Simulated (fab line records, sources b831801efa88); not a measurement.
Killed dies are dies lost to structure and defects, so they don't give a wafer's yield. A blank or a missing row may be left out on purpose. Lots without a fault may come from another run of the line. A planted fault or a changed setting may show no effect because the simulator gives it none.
Chamber matching | flow gf180mcu | GF_V5_CMP_26 on cmp-01: 4 sister chambers
The step polishes, stops on SiO2, t overpolish 15 s, target thk 0 nm. 7 wafers are shown with their chamber, then 7 later ones without.

WAFERS WITH THEIR CHAMBER
wafer  | chamber | motor_current_A (A) | overpolish_run_s (s)
L658.3 | 0       | 11.9                | 15.009
L659.2 | 3       | 9.9                 | 15.021
L659.3 | 2       | 11.1                | 15.006
L661.3 | 3       | 10.0                | 14.998
L661.5 | 1       | 11.0                | 15.002
L662.1 | 1       | 11.1                | 14.997
L662.2 | 2       | 10.8                | 14.998

WAFERS WITHOUT THEIR CHAMBER
wafer  | motor_current_A (A) | overpolish_run_s (s)
L662.6 | 12.2                | 15.014
L664.2 | 12.6                | 15.002
L664.3 | 11.1                | 14.999
L664.4 | 11.2                | 15.005
L674.3 | 11.2                | 15.000
L674.5 | 10.9                | 14.999
L674.6 | 11.5                | 14.992

WHICH CHAMBER EACH WENT THROUGH
wafer  | from the rows above          | in truth
L662.6 | 0                            | 0
L664.2 | 0                            | 0
L664.3 | can't be placed: 1 or 2      | 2
L664.4 | can't be placed: 1 or 2      | 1
L674.3 | can't be placed: 1 or 2      | 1
L674.5 | can't be placed: 2 or 1      | 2
L674.6 | can't be placed: 0 or 1 or 2 | 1
Placed correctly: 2 of 7. Can't be placed from these rows: 5 (the true chamber is among the candidates in 5). Placed wrongly: 0.
How it was worked out, from the rows above alone: a wafer's distance from a chamber is the root of the sum, over the readings, of the square of ((its reading less the chamber's mean) divided by the reading's scatter). The wafer belongs to the nearest chamber; if the next one is less than 2 further off, it can't be placed. A chamber's mean is the mean of its shown wafers. The scatter: the root of (the sum of the squares of (reading less its chamber's mean) over the shown wafers, divided by (wafers less chambers)).
